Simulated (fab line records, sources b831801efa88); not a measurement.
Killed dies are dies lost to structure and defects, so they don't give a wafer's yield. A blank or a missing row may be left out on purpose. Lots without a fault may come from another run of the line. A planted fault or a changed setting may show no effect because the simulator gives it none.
fab line records | flow sky130
record lots=14 wafers=42 last_day=50
route steps=708 shown VIA3@595 METAL4@602 CAP2M@617
lots that met no fault: from a run of the same line without faults
start_h: hours from the record's first day to the start of the lot's first wafer shown | wait_h: hours since the lot's step before | " the same as in the row above | L1.1+2: a row that stands for several wafers | - no value, or no start given | * or withheld: withheld | < > ~ a bound
route shown NAME@n: a module of which the file shows steps, and the number in the route of the first | usual: mean/standard deviation of fault-free wafers | same: alike in all rows | chamber/n: place in a boat | sites: the reading at each site | _std_site: their standard deviation | _edge_site: outer sites' mean less inner sites' | radius_mm: how far each site lies from the wafer's centre | mask NAME#n: copy n | behind: the tool/chamber that last shaped the wafer | hold: why the lot was held/for how many hours/how that ended | device: the transistor (n, p or np) that didn't switch | end of line: the same wafers' tests at the end of the route | a step without rows: its recipe alone | killed: dies lost to structure and defects at the first sort, not the wafer's yield | map: a wafer's dies, x killed, . not, _ none there
set.NAME: the setting as run; set.NAME@STEP: as run at that earlier step | model.NAME: the simulator's own value behind a step, which no gauge read
steps of the route over a sample of lots; a table a step, a row a wafer
services: from which hour (start_h, from the record's first day; less than 0 if before it) a tool's chamber was out of use, for how many hours, and why
## steps
# step SKY_VIA3_RS_MEAS_22
# recipe thk_meas_gauge=four-point-probe reads=W_of_VIA3_CVD_21+TiN_of_VIA3_SPUTTER_20
# usual VIA3_W_RS=0.297/0.0039
# columns lot.wafer tool chamber start_h wait_h VIA3_W_RS[ohm/sq]
L410.3 film_metro-01 - 942.26 0.1 0.293
L410.4 " - " " 0.301
L410.6 " - " " 0.304
L411.1 film_metro-02 - 942.40 0.1 0.291
L411.3 " - " " 0.295
L411.5 " - " " 0.291
L412.4 film_metro-02 - 953.00 0.1 0.302
L412.5 " - " " 0.301
L412.6 " - " " 0.297
L413.1 film_metro-04 - 954.44 0.1 0.292
L413.2 " - " " 0.297
L413.4 " - " " 0.297
L416.1 film_metro-04 - 985.97 0.1 0.307
L416.3 " - " " 0.302
L416.4 " - " " 0.304
L418.1 film_metro-01 - 993.87 0.1 0.289
L418.2 " - " " 0.297
L418.4 " - " " 0.297
L419.1 film_metro-04 - 1004.04 0.1 0.297
L419.2 " - " " 0.296
L419.6 " - " " 0.294
L422.2 film_metro-02 - 1021.04 0.1 0.297
L422.3 " - " " 0.296
L422.6 " - " " 0.295
L421.1 film_metro-04 - 1022.80 0.1 0.293
L421.2 " - " " 0.296
L421.4 " - " " 0.295
L426.3 film_metro-01 - 1046.38 0.1 0.291
L426.5 " - " " 0.293
L426.6 " - " " 0.298
L429.3 film_metro-01 - 1068.75 0.2 0.296
L429.5 " - " " 0.293
L429.6 " - " " 0.302
L430.1 film_metro-02 - 1069.14 0.1 0.297
L430.2 " - " " 0.292
L430.5 " - " " 0.290
L433.2 film_metro-02 - 1083.49 0.1 0.299
L433.3 " - " " 0.298
L433.5 " - " " 0.295
L432.2 film_metro-04 - 1088.80 0.1 0.297
L432.4 " - " " 0.298
L432.5 " - " " 0.298
# step SKY_METAL4_SPUTTER_04
# recipe material=TiN target_thk_nm=70 power_w=6500 time_s=57.26 chamber_pressure_pa=0.4
# usual throttle_valve_pct=30.2/1.1
# columns lot.wafer tool chamber start_h wait_h throttle_valve_pct
L410.3 pvd_sputter-03 - 942.97 0.0 30.4
L410.4 " - " " 30.4
L410.6 " - " " 30.5
L411.1 pvd_sputter-03 - 943.27 0.0 30.8
L411.3 " - " " 30.1
L411.5 " - " " 30.0
L412.4 pvd_sputter-04 - 953.55 0.0 30.1
L412.5 " - " " 28.6
L412.6 " - " " 31.8
L413.1 pvd_sputter-04 - 955.03 0.0 28.6
L413.2 " - " " 30.0
L413.4 " - " " 28.6
L416.1 pvd_sputter-04 - 988.85 0.0 28.6
L416.3 " - " " 31.4
L416.4 " - " " 30.3
L418.1 pvd_sputter-02 - 994.61 0.0 31.8
L418.2 " - " " 30.6
L418.4 " - " " 29.4
L419.1 pvd_sputter-04 - 1004.63 0.0 30.2
L419.2 " - " " 31.6
L419.6 " - " " 29.8
L422.2 pvd_sputter-04 - 1021.61 0.0 30.3
L422.3 " - " " 31.0
L422.6 " - " " 30.2
L421.1 pvd_sputter-02 - 1023.39 0.0 30.5
L421.2 " - " " 28.5
L421.4 " - " " 29.4
L426.3 pvd_sputter-03 - 1046.93 0.0 30.2
L426.5 " - " " 30.6
L426.6 " - " " 30.1
L429.3 pvd_sputter-02 - 1069.78 0.0 28.6
L429.5 " - " " 31.7
L429.6 " - " " 29.2
L430.1 pvd_sputter-04 - 1070.08 0.0 28.8
L430.2 " - " " 30.4
L430.5 " - " " 30.2
L433.2 pvd_sputter-03 - 1084.05 0.0 30.1
L433.3 " - " " 30.6
L433.5 " - " " 30.4
L432.2 pvd_sputter-02 - 1089.36 0.0 30.6
L432.4 " - " " 29.4
L432.5 " - " " 28.6
# step SKY_CAP2M_STRIP_14
# recipe chemistry=O2/N2 power_w=1400 pressure_mtorr=1500 platen_temp_c=withheld o2_flow_sccm=3000 n2_flow_sccm=300 overash_fraction=0.5
# usual chamber_pressure_mTorr=1500.1/1.4 drypump_motor_current_A=5.7/0.51 oes_product_au=0.710/0.0042 strip_time_to_endpoint_s=12.60/0.044
# columns lot.wafer tool chamber start_h wait_h chamber_pressure_mTorr drypump_motor_current_A oes_product_au rf_hours_counter_h strip_time_to_endpoint_s
L410.3 plasma_asher-03 1 967.16 0.1 1499.9 5.4 0.719 - 12.60
L410.4 " 0 " " 1500.4 5.5 0.706 - 12.56
L410.6 " 1 " " 1499.3 5.4 0.709 - 12.57
L411.1 plasma_asher-04 1 967.70 0.1 1501.6 5.8 0.703 84 12.55
L411.3 " 0 " " 1501.9 6.7 0.708 - 12.55
L411.5 " 1 " " 1501.1 5.8 0.714 - 12.57
L412.4 plasma_asher-03 0 976.48 0.1 1498.6 5.5 0.708 - 12.55
L412.5 " 1 " " 1497.9 5.3 0.703 - 12.53
L412.6 " 0 " " 1501.6 5.5 0.710 - 12.58
L413.1 plasma_asher-04 0 979.05 0.1 1501.0 6.6 0.708 86 12.56
L413.2 " 1 " " 1501.3 5.8 0.707 86 12.63
L413.4 " 0 " " 1498.5 6.6 0.715 - 12.57
L416.1 plasma_asher-04 0 1011.97 0.1 1502.2 6.6 0.708 88 12.61
L416.3 " 0 " " 1500.1 6.6 0.720 - 12.64
L416.4 " 1 " " 1498.8 5.9 0.705 - 12.61
L418.1 plasma_asher-03 0 1018.15 0.1 1498.6 5.5 0.699 26 12.62
L418.2 " 1 " " 1500.8 5.4 0.710 26 12.67
L418.4 " 0 " " 1502.1 5.6 0.711 - 12.66
L419.1 plasma_asher-02 1 1027.87 0.1 1499.5 6.1 0.707 57 12.56
L419.2 " 0 " " 1500.0 5.0 0.710 57 12.59
L419.6 " 1 " " 1503.0 6.1 0.709 - 12.59
L422.2 plasma_asher-04 0 1043.82 0.1 1501.6 6.6 0.714 91 12.65
L422.3 " 0 " " 1501.5 6.6 0.706 - 12.58
L422.6 " 0 " " 1500.0 6.6 0.710 - 12.62
L421.1 plasma_asher-03 1 1045.25 0.1 1499.8 5.4 0.715 29 12.61
L421.2 " 0 " " 1500.3 5.5 0.715 29 12.57
L421.4 " 1 " " 1498.2 5.4 0.704 - 12.61
L426.3 plasma_asher-03 1 1068.98 0.1 1502.7 5.3 0.709 - 12.64
L426.5 " 0 " " 1502.8 5.5 0.714 - 12.60
L426.6 " 1 " " 1499.5 5.3 0.709 - 12.58
L429.3 plasma_asher-04 0 1091.54 0.1 1498.3 6.6 0.708 - 12.56
L429.5 " 1 " " 1500.8 5.9 0.708 - 12.60
L429.6 " 0 " " 1500.3 6.6 0.712 - 12.59
L430.1 plasma_asher-04 0 1092.15 0.1 1499.4 6.6 0.705 97 12.58
L430.2 " 1 " " 1499.1 5.8 0.714 97 12.58
L430.5 " 1 " " 1499.2 5.8 0.710 - 12.58
L433.2 plasma_asher-02 1 1104.88 0.1 1501.0 6.1 0.707 65 12.64
L433.3 " 0 " " 1500.2 5.0 0.710 - 12.63
L433.5 " 1 " " 1498.8 6.1 0.714 - 12.68
L432.2 plasma_asher-03 1 1109.80 0.1 1499.0 5.4 0.703 35 12.58
L432.4 " 1 " " 1502.7 5.4 0.709 - 12.62
L432.5 " 1 " " 1500.1 5.4 0.718 - 12.55
# step SKY_METAL4_EXPOSE_10
# recipe mask_id=MM4 na=0.68 source_shape=annular sigma_inner=0.4 sigma_outer=0.8 target_cd_nm=300 dose_mj=28
# usual exposure_dose_mJ_cm2=27.981/0.027 focus_offset_nm=0.0/0.56
# columns lot.wafer tool chamber start_h wait_h mask exposure_dose_mJ_cm2 focus_offset_nm
L410.3 krf_scanner-02 0 978.56 - MM4#0 27.973 0.6
L410.4 " 0 " " MM4#0 27.983 0.3
L410.6 " 0 " " MM4#0 28.020 0.0
L411.1 krf_scanner-02 0 979.74 - MM4#0 28.002 0.1
L411.3 " 0 " " MM4#0 28.033 0.3
L411.5 " 0 " " MM4#0 28.013 0.1
L412.4 krf_scanner-02 0 991.37 - MM4#0 27.987 -1.1
L412.5 " 0 " " MM4#0 28.005 -0.5
L412.6 " 0 " " MM4#0 27.995 0.1
L413.1 krf_scanner-01 0 993.48 - MM4#0 27.974 -1.3
L413.2 " 0 " " MM4#0 28.017 -0.8
L413.4 " 0 " " MM4#0 28.004 -1.3
L416.1 krf_scanner-01 0 1023.28 - MM4#0 27.953 0.0
L416.3 " 0 " " MM4#0 27.961 -0.2
L416.4 " 0 " " MM4#0 27.946 0.5
L418.1 krf_scanner-01 0 1029.33 - MM4#0 27.939 0.3
L418.2 " 0 " " MM4#0 28.002 0.0
L418.4 " 0 " " MM4#0 27.952 0.3
L419.1 krf_scanner-01 0 1040.76 - MM4#0 27.932 0.9
L419.2 " 0 " " MM4#0 27.972 0.3
L419.6 " 0 " " MM4#0 27.964 1.1
L422.2 krf_scanner-02 0 1055.62 - MM4#0 28.015 0.3
L422.3 " 0 " " MM4#0 27.991 0.4
L422.6 " 0 " " MM4#0 27.992 0.0
L421.1 krf_scanner-01 0 1057.93 - MM4#0 27.960 -0.3
L421.2 " 0 " " MM4#0 27.968 0.3
L421.4 " 0 " " MM4#0 27.943 -1.1
L426.3 krf_scanner-02 0 1080.87 - MM4#0 28.017 -0.5
L426.5 " 0 " " MM4#0 27.993 -0.4
L426.6 " 0 " " MM4#0 28.036 -0.3
L429.3 krf_scanner-02 - 1102.42 - MM4#0 - -
L429.5 " - " " MM4#0 - -
L429.6 " - " " MM4#0 - -
L430.1 krf_scanner-02 - 1103.66 - MM4#0 - -
L430.2 " - " " MM4#0 - -
L430.5 " - " " MM4#0 - -
L433.2 krf_scanner-01 0 1115.20 - MM4#0 28.014 -0.3
L433.3 " 0 " " MM4#0 27.990 -0.8
L433.5 " 0 " " MM4#0 27.973 0.3
L432.2 krf_scanner-01 0 1119.63 - MM4#0 27.960 0.7
L432.4 " 0 " " MM4#0 27.989 -0.4
L432.5 " 0 " " MM4#0 27.931 -0.3
## services
# columns tool chamber start_h hours kind
krf_scanner-02 - 920.49 1.3 pm
krf_scanner-01 - 927.58 1.3 pm
krf_scanner-01 - 963.42 1.0 pm
plasma_asher-03 - 965.27 1.7 repair
plasma_asher-03 - 967.27 1.2 repair
krf_scanner-02 - 967.82 1.0 pm
krf_scanner-02 - 971.04 0.2 repair
krf_scanner-01 - 978.19 4.0 pm
plasma_asher-04 - 993.41 2.8 pm
krf_scanner-01 - 994.46 0.8 pm
pvd_sputter-03 - 995.29 4.5 repair
krf_scanner-02 - 1002.35 0.2 repair
plasma_asher-02 - 1016.55 1.7 repair
pvd_sputter-03 - 1034.45 5.0 repair
krf_scanner-01 - 1040.99 0.3 repair
krf_scanner-02 0 1041.20 - calibration
plasma_asher-03 - 1047.32 3.5 repair
krf_scanner-01 0 1058.88 - calibration
krf_scanner-01 - 1080.11 0.8 pm
krf_scanner-02 - 1085.47 0.8 pm
krf_scanner-02 - 1096.39 1.3 pm
krf_scanner-01 - 1103.48 1.3 pm
krf_scanner-02 - 1113.65 1.4 repair
## key
first_sign step=SKY_METAL4_EXPOSE_10 reading=tool_record direction=missing
effect none on later readings
met_at SKY_METAL4_EXPOSE_10
struck_lots L429,L430
later_rows_left_out L429.3,L429.5,L429.6,L430.1,L430.2,L430.5
sort_left_out L429.3,L429.5,L429.6,L430.1,L430.2,L430.5
not_acting_at SKY_VIA3_RS_MEAS_22,SKY_METAL4_SPUTTER_04,SKY_CAP2M_STRIP_14
onset_between 1080.87 1102.42
fault kind=skipped_step_whole tool=krf_scanner-02 chamber=- onset_h=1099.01 steps=SKY_METAL4_EXPOSE_10 scope=struck_lots_only
# sort_left_out: the simulated sort isn't trusted on such a fault, so these wafers' sort isn't shown, and their yield isn't known
# later_rows_left_out: the simulator's readings of these wafers behind a module that went badly wrong aren't trusted and aren't shown, but for the sort
